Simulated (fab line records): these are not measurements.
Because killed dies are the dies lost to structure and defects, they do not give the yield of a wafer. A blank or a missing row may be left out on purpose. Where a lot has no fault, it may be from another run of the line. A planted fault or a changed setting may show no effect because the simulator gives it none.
Which of the tools did it? -- flow gf180mcu -- 11 lots with 33 wafers sampled at 6 steps, on a route of 602 steps

WHAT EACH GAUGE READ, for each wafer
GF_MVSD_TW_MEAS_11. Usual: for MVSD_TW the level is 1569 and the standard deviation is 8.9.
lot,measured,on,MVSD_TW,flag
L964,day 4 09:59,film-metro-01,1567 1576 1565,
L965,day 4 14:52,film-metro-03,1567 1572 1580,
L970,day 5 20:14,film-metro-03,1561 1565 1562,
L973,day 6 14:35,film-metro-04,30 30 30 30 30 30,OFF
L974,day 7 00:20,film-metro-03,30 30 30 30 30 30,OFF
L975,day 7 04:50,film-metro-01,30 30 30 29 30 30,OFF
L977,day 7 19:23,film-metro-03,1571 1567 1564,
L980,day 8 08:46,film-metro-03,1572 1575 1576,
L982,day 8 19:07,film-metro-04,1581 1573 1576,
L983,day 9 01:02,film-metro-04,1585 1580 1574,
L986,day 9 17:16,film-metro-03,1561 1556 1552,

GF_POLY_GATE_THK_MEAS_17. Usual: for POLY_GATE_OXIDATION_THK the level is 3.99 nm and the standard deviation is 0.099.
lot,measured,on,POLY_GATE_OXIDATION_THK (nm),flag
L964,day 9 07:19,film-metro-02,3.79 3.91 3.94,
L965,day 9 11:55,film-metro-02,4.05 4.00 4.04,
L970,day 10 23:07,film-metro-02,4.08 4.12 4.15,
L977,day 13 09:46,film-metro-01,4.05 4.06 4.05,
L980,day 14 05:43,film-metro-03,3.99 3.94 3.95,
L982,day 14 13:46,film-metro-02,3.83 3.72 3.84,
L983,day 15 00:03,film-metro-03,3.98 3.98 4.01,
L986,day 15 19:21,film-metro-02,3.96 3.99 3.97,

GF_POLY_GATE_CD_MEAS_18. Usual: 279.7 nm for cd-nm, sd 2.
lot,measured,on,cd-nm (nm),flag
L964,day 9 07:22,cd-sem-01,281.7 282.1 279.3,
L965,day 9 11:58,cd-sem-02,277.8 277.8 281.1,
L970,day 10 23:10,cd-sem-02,281.4 276.0 279.6,
L977,day 13 09:49,cd-sem-01,280.3 283.1 279.5,
L980,day 14 05:47,cd-sem-01,278.3 279.3 277.8,
L982,day 14 13:51,cd-sem-02,279.2 280.2 277.6,
L983,day 15 00:07,cd-sem-02,278.0 276.8 280.7,
L986,day 15 19:28,cd-sem-02,280.9 279.1 279.2,

WHAT TOOL EACH LOT RAN ON (gives the tool, then ch and the chambers of the sampled wafers, and finally the start)
lot,GF_LVPWELL_STRIP_10,GF_MVSD_STRIP_10,GF_MVPSD_STRIP_10
L964,"plasma-asher-02 ch 0,1, day 3 20:17","plasma-asher-01 ch 0,1, day 4 09:53","plasma-asher-02 ch 0,1, day 5 00:10"
L965,"plasma-asher-04 ch 0,1, day 4 01:04","plasma-asher-02 ch 0,1, day 4 14:46","plasma-asher-01 ch 0,1, day 5 04:31"
L970,"plasma-asher-02 ch 0,1, day 5 06:20","plasma-asher-01 ch 0,1, day 5 20:08","plasma-asher-01 ch 0,1, day 6 11:53"
L973,"plasma-asher-02 ch 0,1, day 5 23:23","plasma-asher-02 ch 0,1, day 6 14:29",-
L974,"plasma-asher-04 ch 0,1, day 6 08:35","plasma-asher-01 ch 0,1, day 7 00:14",-
L975,"plasma-asher-04 ch 0,1, day 6 12:32","plasma-asher-03 ch 0,1, day 7 04:44",-
L977,"plasma-asher-02 ch 1, day 7 02:19","plasma-asher-01 ch 0,1, day 7 19:17","plasma-asher-02 ch 0, day 8 11:53"
L980,"plasma-asher-02 ch 0,1, day 7 16:02","plasma-asher-01 ch 0,1, day 8 08:40","plasma-asher-02 ch 0,1, day 9 00:16"
L982,"plasma-asher-04 ch 0,1, day 8 02:41","plasma-asher-01 ch 0, day 8 19:00","plasma-asher-02 ch 0,1, day 9 11:53"
L983,"plasma-asher-04 ch 0, day 8 08:44","plasma-asher-02 ch 0,1, day 9 00:56","plasma-asher-04 ch 0,1, day 9 19:17"
L986,"plasma-asher-02 ch 0,1, day 8 23:43","plasma-asher-01 ch 0,1, day 9 17:10","plasma-asher-04 ch 0,1, day 10 10:47"
- GF_LVPWELL_STRIP_10: strips in O2/N2.
- GF_MVSD_STRIP_10: strips in O2/N2.
- GF_MVPSD_STRIP_10: strips in O2/N2.

WHAT THE TOOLS THEMSELVES READ (means of the sampled wafers that have a number; where no wafer has one, the mark that the record gives instead)
GF_LVPWELL_STRIP_10. Usual: chamber-pressure-mTorr 1500.0 mTorr, standard deviation 1.5; drypump-motor-current-A 5.5 A, standard deviation 0.53; heater-power-w 335 W, standard deviation 38; o2-flow-sccm 3000 sccm, standard deviation 8.7; oes-product-au 0.722 a.u., standard deviation 0.0043; platen-temp-c 249.97 C, standard deviation 0.17; strip-time-to-endpoint-s 36.97 s, standard deviation 0.12.
lot,tool,chamber-pressure-mTorr (mTorr),drypump-motor-current-A (A),heater-power-w (W),o2-flow-sccm (sccm),oes-product-au (a.u.),platen-temp-c (C),strip-time-to-endpoint-s (s),flag
L964,plasma-asher-02,1500.9,5.9,332,2996,0.723,249.98,36.95,
L965,plasma-asher-04,1500.2,5.1,328,3005,0.726,250.16,36.90,
L970,plasma-asher-02,1500.0,5.9,326,2998,0.721,250.24,37.02,
L973,plasma-asher-02,-,-,-,-,-,-,-,OFF
L974,plasma-asher-04,-,-,-,-,-,-,-,OFF
L975,plasma-asher-04,-,-,-,-,-,-,-,OFF
L977,plasma-asher-02,1500.3,5.5,386,2992,0.723,249.94,37.02,
L980,plasma-asher-02,1499.7,5.9,334,3001,0.723,249.90,36.94,
L982,plasma-asher-04,1500.0,4.9,308,3012,0.722,249.96,36.87,
L983,plasma-asher-04,1501.0,4.8,277,3001,0.724,249.78,37.08,
L986,plasma-asher-02,1499.3,5.9,332,3004,0.721,250.00,37.01,

GF_MVSD_STRIP_10. Usual: chamber-pressure-mTorr 1500.0 mTorr, standard deviation 1.3; drypump-motor-current-A 5.4 A, standard deviation 0.49; heater-power-w 302 W, standard deviation 40; o2-flow-sccm 3000 sccm, standard deviation 9.2; oes-product-au 0.722 a.u., standard deviation 0.0044; platen-temp-c 250.01 C, standard deviation 0.2; strip-time-to-endpoint-s 36.95 s, standard deviation 0.09.
lot,tool,chamber-pressure-mTorr (mTorr),drypump-motor-current-A (A),heater-power-w (W),o2-flow-sccm (sccm),oes-product-au (a.u.),platen-temp-c (C),strip-time-to-endpoint-s (s),flag
L964,plasma-asher-01,1499.3,5.3,277,3000,0.721,249.89,37.08,
L965,plasma-asher-02,1500.9,5.7,366,2992,0.720,249.97,37.01,
L970,plasma-asher-01,1499.0,5.3,278,3009,0.719,249.95,37.05,
L973,plasma-asher-02,1500.2,5.9,332,3000,0.740,250.20,81.24,OFF
L974,plasma-asher-01,1500.2,5.1,274,2998,0.738,250.00,81.24,OFF
L975,plasma-asher-03,1500.1,5.6,338,2998,0.743,249.91,81.11,OFF
L977,plasma-asher-01,1500.1,5.1,271,3003,0.728,249.98,36.79,
L980,plasma-asher-01,1500.0,5.1,275,3003,0.720,250.07,36.73,
L982,plasma-asher-01,1501.0,5.6,285,2993,0.721,249.94,36.99,
L983,plasma-asher-02,1500.3,5.7,363,3010,0.723,249.88,36.96,
L986,plasma-asher-01,1500.3,5.3,279,2986,0.722,250.18,36.83,

GF_MVPSD_STRIP_10. Usual: chamber-pressure-mTorr 1500.1 mTorr, standard deviation 1.3; drypump-motor-current-A 5.3 A, standard deviation 0.45; heater-power-w 304 W, standard deviation 42; o2-flow-sccm 2999 sccm, standard deviation 9.8; oes-product-au 0.722 a.u., standard deviation 0.0045; platen-temp-c 250.01 C, standard deviation 0.15; strip-time-to-endpoint-s 36.94 s, standard deviation 0.1.
lot,tool,chamber-pressure-mTorr (mTorr),drypump-motor-current-A (A),heater-power-w (W),o2-flow-sccm (sccm),oes-product-au (a.u.),platen-temp-c (C),strip-time-to-endpoint-s (s),flag
L964,plasma-asher-02,1499.9,5.9,331,2999,0.725,250.19,37.01,
L965,plasma-asher-01,1500.9,5.3,282,3005,0.722,249.88,36.88,
L970,plasma-asher-01,1500.3,5.3,278,2990,0.720,250.00,37.10,
L977,plasma-asher-02,1500.2,6.1,307,2993,0.724,249.97,36.79,
L980,plasma-asher-02,1500.1,5.9,331,2998,0.719,249.88,36.88,
L982,plasma-asher-02,1500.5,5.7,365,3000,0.727,250.13,36.84,
L983,plasma-asher-04,1499.3,5.1,328,2997,0.726,250.08,36.91,
L986,plasma-asher-04,1499.3,4.9,303,3005,0.721,249.95,36.77,

THE ANSWER, worked out from the rows above alone
Rule: a lot counts as off when the mean over its wafers that have a number is more than 3 standard deviations away from the usual mean. A lot without any number at a reading at which 4 lots or more have one is off too. Where the step has rows for the other lots, those lots are counted as sound. Order of review: gauges by route order, followed by the tools' own readings, for which a lot's mean as printed above is used. At the first step where some lot is off, the reading lying furthest off is the one used; lots without a number count as furthest.
Off: L973, L974, L975, at GF_MVSD_TW_MEAS_11 (MVSD_TW).
If a tool, at a process step before that reading, ran all the lots that are off and no sound lot after the first of them, it fits. The gauges at GF_MVSD_TW_MEAS_11 aren't tried: what is off there is off at GF_LVPWELL_STRIP_10 too, on other tools, and a gauge's error can't cause that. No candidate that was tried fits.

WHAT WAS PUT IN BY THE SIMULATOR
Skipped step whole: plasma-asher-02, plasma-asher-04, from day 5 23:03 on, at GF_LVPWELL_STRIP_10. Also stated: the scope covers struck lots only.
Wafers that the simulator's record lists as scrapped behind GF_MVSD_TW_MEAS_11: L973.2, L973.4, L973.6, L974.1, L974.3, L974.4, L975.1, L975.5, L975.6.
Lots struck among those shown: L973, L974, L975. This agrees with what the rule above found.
